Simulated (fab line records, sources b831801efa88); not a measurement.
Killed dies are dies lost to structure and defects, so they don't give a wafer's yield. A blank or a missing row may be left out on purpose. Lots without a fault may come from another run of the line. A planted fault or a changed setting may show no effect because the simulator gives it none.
fab line records | flow sfq_line
record lots=5 wafers=23
route steps=325 shown INCOMING@2 L0@7 L0V@18 M0@33 I0@47 M1@59 I1@73
start_h: hours from the record's first day to the start of the lot's first wafer shown | wait_h: hours since the lot's step before | " the same as in the row above | L1.1+2: a row that stands for several wafers | - no value, or no start given | * or withheld: withheld | < > ~ a bound
route shown NAME@n: a module of which the file shows steps, and the number in the route of the first | usual: mean/standard deviation of fault-free wafers | same: alike in all rows | chamber/n: place in a boat | sites: the reading at each site | _std_site: their standard deviation | _edge_site: outer sites' mean less inner sites' | radius_mm: how far each site lies from the wafer's centre | mask NAME#n: copy n | behind: the tool/chamber that last shaped the wafer | hold: why the lot was held/for how many hours/how that ended | device: the transistor (n, p or np) that didn't switch | end of line: the same wafers' tests at the end of the route | a step without rows: its recipe alone | killed: dies lost to structure and defects at the first sort, not the wafer's yield | map: a wafer's dies, x killed, . not, _ none there
set.NAME: the setting as run; set.NAME@STEP: as run at that earlier step | model.NAME: the simulator's own value behind a step, which no gauge read
lots whose settings were changed on purpose; a table a step, a row a wafer
## steps
# step SFQ_TRILAYER_INCOMING_OXIDATION_002
# recipe temp_c=1000 ambient=H2O target_thk_a=5000 p_h2o_torr=720 ox_time_s=4939
# columns lot.wafer tool chamber start_h wait_h set.temp_c model.SiO2_of_TRILAYER_INCOMING_OXIDATION_002.thk_nm
L079.2 - - - 0.1 1000 509.3
L079.3 " - " " 1000 503.8
L079.4 " - " " 1000 502.6
L079.5 " - " " 1000 498.9
L079.6 " - " " 1000 500.7
L081.3 furnace-02 0 45.12 0.1 1000 505
L081.5 " 0 " " 1000 502
L081.6 " 0 " " 1000 501.5
L083.1 - - - 0.1 1024 571.7
L083.2 " - " " 1024 576
L083.4 " - " " 1024 586.8
L083.5 " - " " 1024 581.1
L083.6 " - " " 1024 577.1
L084.1 - - - 0.1 1023 569.7
L084.2 " - " " 1023 560.9
L084.3 " - " " 1023 564.3
L084.4 " - " " 1023 556.5
L084.6 " - " " 1023 562.2
L085.1 - - - 0.1 985.1 452.1
L085.2 " - " " 985.1 451.7
L085.3 " - " " 985.1 460.8
L085.4 " - " " 985.1 460.3
L085.5 " - " " 985.1 455.4
# step SFQ_TRILAYER_L0_LITHO_COAT_005
# recipe resist=KrF spin_rpm=3000 resist_thk_nm=600
# columns lot.wafer tool chamber start_h wait_h set.resist_thk_nm model.KrF_of_TRILAYER_L0_LITHO_COAT_005.thk_nm
L079.2 litho_track-02 0 38.24 0.2 600 600.8
L079.3+5 " 0 " " 577.2 577.8
L079.4 " 0 " " 577.2 576.7
L079.6 " 0 " " 600 601.2
L081.3 litho_track-03 0 48.14 0.2 600 602.2
L081.5 " 0 " " 600 600.6
L081.6 " 0 " " 600 600.9
L083.1 litho_track-04 0 58.04 0.2 600 603.2
L083.2 " 0 " " 613.7 613.9
L083.4 " 0 " " 600 602.3
L083.5 " 0 " " 600 599
L083.6 " 0 " " 613.7 617.3
L084.1 litho_track-03 0 63.05 0.2 574.2 573.9
L084.2 " 0 " " 574.2 576.4
L084.3 " 0 " " 574.2 575
L084.4 " 0 " " 600 600.9
L084.6 " 0 " " 600 599.6
L085.1 litho_track-04 0 68.04 0.2 573.6 574.8
L085.2 " 0 " " 600 602.5
L085.3 " 0 " " 600 600
L085.4 " 0 " " 600 599.9
L085.5 " 0 " " 573.6 574.7
# step SFQ_TRILAYER_L0_VIA_LITHO_COAT_013
# recipe resist=KrF spin_rpm=3000 resist_thk_nm=650
# columns lot.wafer tool chamber start_h wait_h set.resist_thk_nm model.KrF_of_TRILAYER_L0_VIA_LITHO_COAT_013.thk_nm
L079.2 litho_track-02 0 91.07 0.2 622.1 621.8
L079.3 " 0 " " 650 650.7
L079.4 " 0 " " 622.1 622.1
L079.5 " 0 " " 622.1 625.9
L079.6 " 0 " " 650 650.9
L081.3 litho_track-03 0 101.92 0.2 650 648.6
L081.5 " 0 " " 650 648.9
L081.6 " 0 " " 650 647.6
L083.1 litho_track-02 0 109.02 0.2 672.8 670.7
L083.2 " 0 " " 650 650
L083.4 " 0 " " 650 648.7
L083.5 " 0 " " 650 647.6
L083.6 " 0 " " 672.8 670.8
L084.1 litho_track-02 0 118.72 0.2 650 652.5
L084.2 " 0 " " 650 651.2
L084.3 " 0 " " 650 650.2
L084.4 " 0 " " 650 650
L084.6 " 0 " " 650 650.3
L085.1 litho_track-03 0 121.83 0.2 633.5 630.4
L085.2 " 0 " " 650 649.6
L085.3 " 0 " " 650 650.3
L085.4 " 0 " " 633.5 630.7
L085.5 " 0 " " 633.5 632.3
# step SFQ_TRILAYER_L0_VIA_LITHO_SOFTBAKE_017
# recipe temp_c=withheld time_s=withheld resist=KrF
# step SFQ_TRILAYER_L0_VIA_LITHO_EXPOSE_014
# recipe mask_id=L0V na=0.6 source_shape=conventional sigma_outer=0.65 target_cd_nm=700 dose_mj=21.3
# step SFQ_TRILAYER_L0_VIA_LITHO_DEVELOP_015
# recipe time_s=60 resist=KrF
# step SFQ_TRILAYER_L0_VIA_BARC_OPEN_VIA_ETCH_021
# recipe mask_material=PR chemistry=O2 target_depth_nm=125 target=BARC source_w=500 bias_w=80 pressure_mtorr=30 time_s=43.58
# columns lot.wafer tool chamber start_h wait_h set.resist_thk_nm@TRILAYER_L0_VIA_LITHO_COAT_013 model.KrF_of_TRILAYER_L0_VIA_LITHO_COAT_013.thk_nm
L079.2 rie_diel-04 3 148.75 0.0 622.1 544.7
L079.3 " 2 " " 650 572.2
L079.4 " 3 " " 622.1 545
L079.5 " 2 " " 622.1 548.1
L079.6 " 1 " " 650 571.6
L081.3 rie_diel-04 1 162.32 0.0 650 570.6
L081.5 " 3 " " 650 572.1
L081.6 " 1 " " 650 569.2
L083.1 rie_diel-01 3 170.72 0.0 672.8 594.3
L083.2 " 2 " " 650 571.8
L083.4 " 1 " " 650 572.2
L083.5 " 3 " " 650 571.1
L083.6 " 2 " " 672.8 592.8
L084.1 rie_diel-02 1 182.52 0.0 650 574.4
L084.2 " 3 " " 650 572.9
L084.3 " 0 " " 650 572.5
L084.4 " 2 " " 650 573.2
L084.6 " 3 " " 650 572
L085.1 rie_diel-01 3 187.32 0.0 633.5 554
L085.2+3 " 0,2 " " 650 572
L085.4 " 3 " " 633.5 554.2
L085.5 " 2 " " 633.5 554.1
# step SFQ_TRILAYER_L0_VIA_ETCH_VIA_ETCH_016
# recipe target=SiO2 stop_on=MoNx_KI mask_material=PR chemistry=CHF3 target_depth_nm=80 source_w=500 bias_w=80 pressure_mtorr=30 time_s=withheld
# columns lot.wafer tool chamber start_h wait_h set.bias_w set.resist_thk_nm@TRILAYER_L0_VIA_LITHO_COAT_013 model.KrF_of_TRILAYER_L0_VIA_LITHO_COAT_013.thk_nm
L079.2 rie_diel-04 3 148.79 0.0 80 622.1 530.9
L079.3 " 2 " " 80 650 558.1
L079.4 " 3 " " 72.74 622.1 531.7
L079.5 " 2 " " 80 622.1 534.2
L079.6 " 1 " " 72.74 650 557.8
L081.3 rie_diel-04 1 162.36 0.0 80 650 556.5
L081.5 " 3 " " 80 650 558.6
L081.6 " 1 " " 80 650 555.3
L083.1 rie_diel-01 3 170.76 0.0 80 672.8 581
L083.2 " 2 " " 71.8 650 558.7
L083.4 " 1 " " 71.8 650 559.3
L083.5 " 3 " " 80 650 557.7
L083.6 " 2 " " 80 672.8 579.2
L084.1 rie_diel-02 1 182.56 0.0 76.81 650 561
L084.2 " 3 " " 76.81 650 559.4
L084.3 " 0 " " 80 650 559.1
L084.4 " 2 " " 76.81 650 560
L084.6 " 3 " " 80 650 558.3
L085.1 rie_diel-01 3 187.36 0.0 85.18 633.5 540.4
L085.2 " 0 " " 85.18 650 558.2
L085.3 " 2 " " 80 650 558.4
L085.4 " 3 " " 85.18 633.5 540.6
L085.5 " 2 " " 80 633.5 540.5
# step SFQ_TRILAYER_M0_LITHO_COAT_021
# recipe resist=KrF spin_rpm=3000 resist_thk_nm=600
# columns lot.wafer tool chamber start_h wait_h set.spin_rpm model.KrF_of_TRILAYER_M0_LITHO_COAT_021.thk_nm
L079.2 litho_track-04 0 150.26 0.2 3000 599.8
L079.3 " 0 " " 3000 601.7
L079.4 " 0 " " 3000 600.9
L079.5 " 0 " " 3000 600.6
L079.6 " 0 " " 3000 601.9
L081.3 litho_track-02 0 164.08 0.2 3000 605.3
L081.5 " 0 " " 3000 602.8
L081.6 " 0 " " 3000 604.2
L083.1 litho_track-04 0 172.17 0.2 3000 603.9
L083.2 " 0 " " 3000 602
L083.4 " 0 " " 2822 623.9
L083.5 " 0 " " 2822 621.9
L083.6 " 0 " " 3000 602.4
L084.1 litho_track-02 0 183.97 0.2 3000 600.9
L084.2 " 0 " " 2810 620
L084.3 " 0 " " 3000 599.5
L084.4 " 0 " " 3000 600
L084.6 " 0 " " 2810 620.7
L085.1 litho_track-02 0 188.79 0.2 3000 599.8
L085.2+4 " 0 " " 3109 590
L085.3 " 0 " " 3000 600.2
L085.5 " 0 " " 3109 588.2
# step SFQ_TRILAYER_M0_LITHO_PEB_024
# recipe peb_temp_c=115 peb_time_s=60 resist=KrF
# columns lot.wafer tool chamber start_h wait_h set.peb_time_s
L079.2+3+4 litho_track-04 0 219.41 0.8 60
L079.5+6 " 0 " " 57.31
L081.3+5+6 litho_track-04 0 232.63 0.7 60
L083.1+2+5 litho_track-02 0 244.13 1.0 60
L083.4+6 " 0 " " 56.72
L084.1+2+6 litho_track-02 0 263.33 1.0 65.07
L084.3+4 " 0 " " 60
L085.1+2+5 litho_track-02 0 268.13 1.0 60
L085.3+4 " 0 " " 56.12
# step SFQ_TRILAYER_M0_LITHO_DEVELOP_023
# recipe time_s=60 resist=KrF
# step SFQ_TRILAYER_M0_BARC_OPEN_METAL_ETCH_031
# recipe mask_material=PR chemistry=O2 target_depth_nm=125 target=BARC icp_w=600 bias_w=77.7 pressure_mtorr=10 time_s=41.7
# columns lot.wafer tool chamber start_h wait_h set.spin_rpm@TRILAYER_M0_LITHO_COAT_021 set.peb_time_s@TRILAYER_M0_LITHO_PEB_024 model.KrF_of_TRILAYER_M0_LITHO_COAT_021.thk_nm model.M0.cd_nm
L079.2 rie_metal-01 0 219.72 0.0 3000 60 524 499.1
L079.3 " 0 " " 3000 60 526.2 499.2
L079.4 " 1 " " 3000 60 524.6 500.6
L079.5 " 1 " " 3000 57.31 525 506.4
L079.6 " 0 " " 3000 57.31 526.3 506.4
L081.3 rie_metal-02 1 232.94 0.0 3000 60 529.3 498.3
L081.5 " 0 " " 3000 60 527 498.9
L081.6 " 1 " " 3000 60 528.4 497.1
L083.1 rie_metal-04 1 244.47 0.0 3000 60 528.6 503.1
L083.2 " 0 " " 3000 60 525.7 503.1
L083.4 " 0 " " 2822 56.72 547.4 510.2
L083.5 " 1 " " 2822 60 546.6 502.5
L083.6 " 0 " " 3000 56.72 526.5 510.3
L084.1 rie_metal-02 1 263.67 0.0 3000 65.07 525 488.1
L084.2 " 0 " " 2810 65.07 543.1 489.6
L084.3 " 0 " " 3000 60 522.3 497.9
L084.4 " 1 " " 3000 60 524.2 497.6
L084.6 " 0 " " 2810 65.07 543.8 488.7
L085.1 rie_metal-02 0 268.47 0.0 3000 60 523 499.4
L085.2 " 1 " " 3109 60 514.4 498.9
L085.3 " 0 " " 3000 56.12 523.3 509.9
L085.4 " 1 " " 3109 56.12 514.3 507.8
L085.5 " 1 " " 3109 60 512.2 498.2
# step SFQ_TRILAYER_M0_ETCH_METAL_ETCH_024
# recipe target=Nb stop_on=SiO2 mask_material=PR chemistry=Cl2/Ar target_depth_nm=240 icp_w=600 bias_w=80 pressure_mtorr=10 time_s=120
# columns lot.wafer tool chamber start_h wait_h set.icp_w set.peb_time_s@TRILAYER_M0_LITHO_PEB_024 model.M0.cd_nm
L079.2 rie_metal-01 0 219.78 0.0 600 60 499.3
L079.3 " 0 " " 600 60 498.7
L079.4 " 1 " " 600 60 500.7
L079.5 " 1 " " 600 57.31 506.8
L079.6 " 0 " " 600 57.31 506.1
L081.3 rie_metal-02 1 233.02 0.1 600 60 497.1
L081.5 " 0 " " 600 60 498.6
L081.6 " 1 " " 600 60 496.9
L083.1 rie_metal-04 1 244.53 0.0 600 60 502.9
L083.2 " 0 " " 619.3 60 503.9
L083.4 " 0 " " 600 56.72 511.3
L083.5 " 1 " " 619.3 60 501.4
L083.6 " 0 " " 619.3 56.72 511.7
L084.1 rie_metal-02 1 263.73 0.0 650 65.07 489
L084.2 " 0 " " 600 65.07 491
L084.3 " 0 " " 600 60 498.4
L084.4 " 1 " " 600 60 499
L084.6 " 0 " " 650 65.07 489.7
L085.1 rie_metal-02 0 268.55 0.1 600 60 501.2
L085.2 " 1 " " 668.1 60 499.3
L085.3 " 0 " " 668.1 56.12 511.5
L085.4 " 1 " " 600 56.12 508.9
L085.5 " 1 " " 668.1 60 499.1
# step SFQ_TRILAYER_I0_VIA_LITHO_COAT_036
# recipe resist=BARC spin_rpm=3000 resist_thk_nm=62
# columns lot.wafer tool chamber start_h wait_h set.resist_thk_nm model.BARC_of_TRILAYER_I0_VIA_LITHO_COAT_036.thk_nm
L079.2 litho_track-03 0 231.73 1.0 62 62.06
L079.3 " 0 " " 63.27 63.48
L079.4 " 0 " " 62 61.9
L079.5 " 0 " " 63.27 63.28
L079.6 " 0 " " 63.27 63.36
L081.3 litho_track-04 0 242.30 0.7 62 61.97
L081.5 " 0 " " 62 61.93
L081.6 " 0 " " 62 62.03
L083.1 litho_track-03 0 254.20 1.0 63.02 63.1
L083.2 " 0 " " 63.02 63.13
L083.4 " 0 " " 62 62.11
L083.5 " 0 " " 62 62.04
L083.6 " 0 " " 62 62.32
L084.1 litho_track-04 0 271.51 1.0 62 61.66
L084.2 " 0 " " 59.29 59.23
L084.3 " 0 " " 62 61.85
L084.4 " 0 " " 59.29 59.19
L084.6 " 0 " " 59.29 59.26
L085.1 litho_track-03 0 275.20 1.0 64.37 64.53
L085.2 " 0 " " 62 62.1
L085.3 " 0 " " 64.37 64.2
L085.4 " 0 " " 64.37 64.35
L085.5 " 0 " " 62 61.84
# step SFQ_TRILAYER_M1_DEP_SPUTTER_037
# recipe material=Nb base_pressure_pa=1.33e-06 chamber_pressure_pa=0.1333 substrate_temp_c=20 resputter_cathode_voltage_v=400 target_thk_nm=200 power_w=2000 time_s=133.3
# columns lot.wafer tool chamber start_h wait_h set.time_s model.Nb_of_TRILAYER_M1_DEP_SPUTTER_037.thk_nm
L079.2 pvd_sputter-04 - 279.32 0.0 133.3 198.8
L079.3 " - " " 133.3 201.6
L079.4 " - " " 133.3 200.2
L079.5 " - " " 133.3 199.8
L079.6 " - " " 133.3 197.6
L081.3 pvd_sputter-04 - 287.52 0.0 133.3 202.6
L081.5 " - " " 133.3 198.1
L081.6 " - " " 133.3 199.9
L083.1 pvd_sputter-06 - 302.37 0.0 133.3 202
L083.2 " - " " 133.3 201.7
L083.4 " - " " 120.9 179.7
L083.5 " - " " 120.9 179.4
L083.6 " - " " 133.3 202.6
L084.1 pvd_sputter-06 - 319.15 0.0 133.3 199.2
L084.2 " - " " 133.3 203.8
L084.3 " - " " 133.3 203.9
L084.4 " - " " 133.3 203.4
L084.6 " - " " 133.3 204.6
L085.1 pvd_sputter-04 - 322.77 0.0 133.3 200.3
L085.2 " - " " 133.3 197.8
L085.3 " - " " 120.5 178.3
L085.4 " - " " 120.5 180.1
L085.5 " - " " 120.5 178.2
# step SFQ_M1_RS_MEAS_909
# recipe thk_meas_gauge=four-point-probe reads=Nb_of_TRILAYER_M1_DEP_SPUTTER_037
# usual M1_NB_RS=0.887/0.0082
# columns lot.wafer tool chamber start_h wait_h set.time_s@TRILAYER_M1_DEP_SPUTTER_037 M1_NB_RS[ohm/sq]
L079.2 film_metro-01 - 279.44 0.1 133.3 0.894
L079.3 " - " " 133.3 0.883
L079.4 " - " " 133.3 0.887
L079.5 " - " " 133.3 0.889
L079.6 " - " " 133.3 0.899
L081.3 film_metro-04 - 287.65 0.1 133.3 0.877
L081.5 " - " " 133.3 0.896
L081.6 " - " " 133.3 0.890
L083.1 film_metro-01 - 302.46 0.0 133.3 0.880
L083.2 " - " " 133.3 0.883
L083.4 " - " " 120.9 0.992
L083.5 " - " " 120.9 0.993
L083.6 " - " " 133.3 0.877
L084.1 film_metro-01 - 319.24 0.0 133.3 0.894
L084.2 " - " " 133.3 0.873
L084.3 " - " " 133.3 0.873
L084.4 " - " " 133.3 0.875
L084.6 " - " " 133.3 0.869
L085.1 film_metro-03 - 322.86 0.0 133.3 0.889
L085.2 " - " " 133.3 0.902
L085.3 " - " " 120.5 0.998
L085.4 " - " " 120.5 0.989
L085.5 " - " " 120.5 0.999
# step SFQ_TRILAYER_M1_LITHO_EXPOSE_040
# recipe mask_id=M1 na=0.6 source_shape=conventional sigma_outer=0.65 target_cd_nm=500 dose_mj=14.4
# columns lot.wafer tool chamber start_h wait_h mask set.dose_mj
L079.2+5 krf_scanner-01 0 326.46 - M1#0 14.4
L079.3+4+6 " 0 " " M1#0 14.06
L081.3+5+6 krf_scanner-01 0 336.26 - M1#0 14.4
L083.1+2+4+5+6 krf_scanner-01 0 350.26 - M1#0 14.4
L084.1+2+3+4+6 krf_scanner-01 0 365.01 - M1#0 14.4
L085.1+3 krf_scanner-01 0 372.21 - M1#0 14.4
L085.2+4+5 " 0 " " M1#0 14.06
# step SFQ_TRILAYER_M1_LITHO_PEB_042
# recipe peb_temp_c=115 peb_time_s=60 resist=KrF
# step SFQ_TRILAYER_M1_LITHO_DEVELOP_041
# recipe time_s=60 resist=KrF
# step SFQ_TRILAYER_M1_BARC_OPEN_METAL_ETCH_054
# recipe mask_material=PR chemistry=O2 target_depth_nm=125 target=BARC icp_w=600 bias_w=80 pressure_mtorr=10 time_s=41.7
# step SFQ_TRILAYER_M1_ETCH_METAL_ETCH_042
# recipe target=Nb stop_on=SiO2 mask_material=PR chemistry=Cl2/Ar target_depth_nm=240 icp_w=600 bias_w=80 pressure_mtorr=10 time_s=120
# usual oes_product_au=0.894/0.0062
# columns lot.wafer tool chamber start_h wait_h set.time_s@TRILAYER_M1_DEP_SPUTTER_037 oes_product_au
L079.2 rie_metal-01 1 327.85 0.0 133.3 0.883
L079.3 " 0 " " 133.3 0.899
L079.4 " 1 " " 133.3 0.898
L079.5 " 0 " " 133.3 0.882
L079.6 " 1 " " 133.3 0.884
L081.3 rie_metal-04 1 337.49 0.1 133.3 0.901
L081.5 " 1 " " 133.3 0.892
L081.6 " 0 " " 133.3 0.895
L083.1 rie_metal-04 0 351.85 0.0 133.3 0.895
L083.2 " 1 " " 133.3 0.900
L083.4 " 0 " " 120.9 0.843
L083.5 " 1 " " 120.9 0.837
L083.6 " 0 " " 133.3 0.893
L084.1 rie_metal-04 1 366.60 0.0 133.3 0.889
L084.2 " 0 " " 133.3 0.896
L084.3 " 0 " " 133.3 0.905
L084.4 " 1 " " 133.3 0.902
L084.6 " 0 " " 133.3 0.902
L085.1 rie_metal-01 1 373.80 0.0 133.3 0.892
L085.2 " 0 " " 133.3 0.883
L085.3 " 1 " " 120.5 0.839
L085.4 " 0 " " 120.5 0.838
L085.5 " 0 " " 120.5 0.832
# step SFQ_TRILAYER_I1_DEP_PECVD_045
# recipe material=SiO2 temp_c=150 time_s=111.11 pressure_torr=2.4 rf_w=183.3 precursor=SiH4/N2O target_thk_nm=500
# columns lot.wafer tool chamber start_h wait_h set.time_s model.SiO2_of_TRILAYER_I1_DEP_PECVD_045.thk_nm
L079.2 pecvd-04 1 328.75 0.0 103.9 469.7
L079.3 " 0 " " 111.11 505.1
L079.4 " 1 " " 111.11 509.4
L079.5 " 2 " " 111.11 509.1
L079.6 " 0 " " 103.9 483.6
L081.3 pecvd-04 2 338.35 0.0 111.11 486.3
L081.5 " 2 " " 111.11 499.9
L081.6 " 0 " " 111.11 507.8
L083.1 pecvd-03 2 352.75 0.0 111.11 502.1
L083.2 " 1 " " 117.8 526.3
L083.4 " 2 " " 111.11 506.8
L083.5 " 1 " " 111.11 500.3
L083.6 " 0 " " 117.8 536
L084.1 pecvd-02 2 367.52 0.0 111.11 491.6
L084.2 " 0 " " 111.11 492.6
L084.3 " 1 " " 111.11 485.5
L084.4 " 2 " " 111.11 500.2
L084.6 " 1 " " 111.11 499.9
L085.1 pecvd-02 1 374.70 0.0 100.3 446.6
L085.2 " 0 " " 100.3 451.5
L085.3 " 2 " " 111.11 496.6
L085.4 " 0 " " 111.11 504.2
L085.5 " 1 " " 100.3 456.4
# step SFQ_TRILAYER_I1_CMP_CMP_046
# recipe material=SiO2 down_force_psi=3 platen_rpm=60 pad_velocity_m_s=0.94248
# usual time_to_endpoint_s=217/7.5
# columns lot.wafer tool chamber start_h wait_h set.time_s@TRILAYER_I1_DEP_PECVD_045 time_to_endpoint_s
L079.2 cmp-01 1 329.33 0.5 103.9 191
L079.3 " 2 " " 111.11 225
L079.4 " 3 " " 111.11 218
L079.6 " 0 " " 103.9 197
L079.5 " 1 " " 111.11 229
L081.3 cmp-01 2 338.43 0.0 111.11 204
L081.5 " 2 340.43 2.0 111.11 218
L081.6 " 3 " " 111.11 215
L083.4 cmp-01 3 354.53 1.7 111.11 215
L083.1 " 0 " " 111.11 206
L083.2 " 1 " " 117.8 237
L083.6 " 2 " " 117.8 246
L083.5 " 3 " " 111.11 208
L084.4 cmp-01 1 367.81 0.2 111.11 211
L084.2 " 2 " " 111.11 215
L084.1 " 3 " " 111.11 204
L084.3 " 0 " " 111.11 199
L084.6 " 2 370.31 2.7 111.11 213
L085.2 cmp-01 3 377.18 2.4 100.3 184
L085.3 " 0 " " 111.11 210
L085.4 " 1 " " 111.11 221
L085.1 " 2 " " 100.3 185
L085.5 " 3 " " 100.3 184
## key
split step=SFQ_TRILAYER_INCOMING_OXIDATION_002 setting=temp_c stated=1000 by=lot
response step=SFQ_TRILAYER_INCOMING_OXIDATION_002 reading=model.SiO2_of_TRILAYER_INCOMING_OXIDATION_002.thk_nm change=+29.6 per=1% r=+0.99
split step=SFQ_TRILAYER_L0_LITHO_COAT_005 setting=resist_thk_nm stated=600 by=wafer
response step=SFQ_TRILAYER_L0_LITHO_COAT_005 reading=model.KrF_of_TRILAYER_L0_LITHO_COAT_005.thk_nm change=+5.99 per=1% r=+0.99
split step=SFQ_TRILAYER_L0_VIA_LITHO_COAT_013 setting=resist_thk_nm stated=650 by=wafer
response step=SFQ_TRILAYER_L0_VIA_LITHO_COAT_013 reading=model.KrF_of_TRILAYER_L0_VIA_LITHO_COAT_013.thk_nm change=+6.53 per=1% r=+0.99
response step=SFQ_TRILAYER_L0_VIA_BARC_OPEN_VIA_ETCH_021 reading=model.KrF_of_TRILAYER_L0_VIA_LITHO_COAT_013.thk_nm change=+6.28 per=1% r=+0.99
response step=SFQ_TRILAYER_L0_VIA_ETCH_VIA_ETCH_016 reading=model.KrF_of_TRILAYER_L0_VIA_LITHO_COAT_013.thk_nm change=+6.22 per=1% r=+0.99
split step=SFQ_TRILAYER_L0_VIA_ETCH_VIA_ETCH_016 setting=bias_w stated=80 by=wafer
response none clear
split step=SFQ_TRILAYER_M0_LITHO_COAT_021 setting=spin_rpm stated=3000 by=wafer
response step=SFQ_TRILAYER_M0_LITHO_COAT_021 reading=model.KrF_of_TRILAYER_M0_LITHO_COAT_021.thk_nm change=-3.23 per=1% r=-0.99
response step=SFQ_TRILAYER_M0_BARC_OPEN_METAL_ETCH_031 reading=model.KrF_of_TRILAYER_M0_LITHO_COAT_021.thk_nm change=-3.14 per=1% r=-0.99
split step=SFQ_TRILAYER_M0_LITHO_PEB_024 setting=peb_time_s stated=60 by=wafer
response step=SFQ_TRILAYER_M0_BARC_OPEN_METAL_ETCH_031 reading=model.M0.cd_nm change=-1.29 per=1% r=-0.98
response step=SFQ_TRILAYER_M0_ETCH_METAL_ETCH_024 reading=model.M0.cd_nm change=-1.35 per=1% r=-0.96
split step=SFQ_TRILAYER_M0_ETCH_METAL_ETCH_024 setting=icp_w stated=600 by=wafer
response none clear
split step=SFQ_TRILAYER_I0_VIA_LITHO_COAT_036 setting=resist_thk_nm stated=62 by=wafer
response step=SFQ_TRILAYER_I0_VIA_LITHO_COAT_036 reading=model.BARC_of_TRILAYER_I0_VIA_LITHO_COAT_036.thk_nm change=+0.606 per=1% r=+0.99
split step=SFQ_TRILAYER_M1_DEP_SPUTTER_037 setting=time_s stated=133.3 by=wafer
response step=SFQ_TRILAYER_M1_DEP_SPUTTER_037 reading=model.Nb_of_TRILAYER_M1_DEP_SPUTTER_037.thk_nm change=+2.26 per=1% r=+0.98
response step=SFQ_M1_RS_MEAS_909 reading=M1_NB_RS change=-0.0113 per=1% r=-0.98
response step=SFQ_TRILAYER_M1_ETCH_METAL_ETCH_042 reading=oes_product_au change=+0.00567 per=1% r=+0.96
split step=SFQ_TRILAYER_M1_LITHO_EXPOSE_040 setting=dose_mj stated=14.4 by=wafer
response none clear
split step=SFQ_TRILAYER_I1_DEP_PECVD_045 setting=time_s stated=111.11 by=wafer
response step=SFQ_TRILAYER_I1_DEP_PECVD_045 reading=model.SiO2_of_TRILAYER_I1_DEP_PECVD_045.thk_nm change=+4.9 per=1% r=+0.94
response step=SFQ_TRILAYER_I1_CMP_CMP_046 reading=time_to_endpoint_s change=* per=1% r=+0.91
